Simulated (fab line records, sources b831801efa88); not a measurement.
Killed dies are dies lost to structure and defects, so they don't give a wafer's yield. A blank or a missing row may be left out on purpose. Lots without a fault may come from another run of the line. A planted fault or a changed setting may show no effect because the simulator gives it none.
Which tool did it? | flow gf180mcu | 12 lots, 36 wafers sampled, at 3 steps of a route of 602

WHAT THE GAUGES READ, wafer by wafer
GF_M3_RS_MEAS_05: measures by four-point-probe.
lot  | measured     | on            | M3_ALCU_RS (ohm/sq)
L075 | day 20 12:13 | film_metro-01 | 0.0705 0.0700 0.0693
L077 | day 21 16:07 | film_metro-02 | 0.0696 0.0697 0.0702
L079 | day 22 05:00 | film_metro-01 | 0.0707 0.0702 0.0691
L081 | day 22 20:57 | film_metro-03 | 0.0692 0.0701 0.0694
L083 | day 23 19:35 | film_metro-01 | 0.0701 0.0693 0.0687
L085 | day 24 11:15 | film_metro-03 | 0.0701 0.0710 0.0698
L087 | day 25 00:07 | film_metro-03 | 0.0703 0.0712 0.0719
L089 | day 25 19:13 | film_metro-01 | 0.0716 0.0707 0.0694
L091 | day 26 06:20 | film_metro-03 | 0.0685 0.0692 0.0687
L093 | day 26 22:53 | film_metro-01 | 0.0686 0.0688 0.0690
L095 | day 27 11:05 | film_metro-01 | 0.0690 0.0691 0.0686
L097 | day 27 23:10 | film_metro-03 | 0.0698 0.0695 0.0703

WHICH TOOL RAN EACH LOT (tool, then ch and the chambers of the sampled wafers, then the start)
lot  | GF_SALICIDE_SPUTTER_03       | GF_M2_SPUTTER_01
L075 | pvd_sputter-03, day 15 07:25 | pvd_sputter-04, day 18 08:39
L077 | pvd_sputter-02, day 16 08:17 | pvd_sputter-03, day 19 12:16
L079 | pvd_sputter-02, day 16 22:39 | pvd_sputter-04, day 20 02:44
L081 | pvd_sputter-03, day 17 13:35 | pvd_sputter-02, day 20 19:17
L083 | pvd_sputter-03, day 18 11:26 | pvd_sputter-04, day 21 17:19
L085 | pvd_sputter-03, day 19 04:18 | pvd_sputter-03, day 22 09:38
L087 | pvd_sputter-03, day 19 19:48 | pvd_sputter-04, day 23 01:03
L089 | pvd_sputter-03, day 20 15:43 | pvd_sputter-04, day 23 20:29
L091 | pvd_sputter-02, day 21 05:25 | pvd_sputter-02, day 24 08:34
L093 | pvd_sputter-03, day 21 21:10 | pvd_sputter-03, day 24 22:40
L095 | pvd_sputter-03, day 22 13:40 | pvd_sputter-03, day 25 15:00
L097 | pvd_sputter-04, day 23 02:19 | pvd_sputter-03, day 26 01:46
- GF_SALICIDE_SPUTTER_03: material TiN, target thk 20 nm, time 16.7 s.
- GF_M2_SPUTTER_01: material TiN, target thk 30 nm, time 25 s.

THE ANSWER, worked out from the rows above alone
Rule: what is usual is taken from the lots themselves. Put in order of their means at a reading, lots are off if they are a third of the lots or fewer, leave a main group of 4 or more, and stand apart from it by a gap of 3 or more times the standard deviation of the main group's means; of several such gaps the widest counts. A main group whose means are all the same, to the digits that the tables above print for the reading, isn't used. A lot without any number at a reading at which 4 lots or more have one is off too. The other lots that the step has rows for count as sound.
No lot is off at any reading shown: from this, nothing can be told.

WHAT THE SIMULATOR HAD PUT IN
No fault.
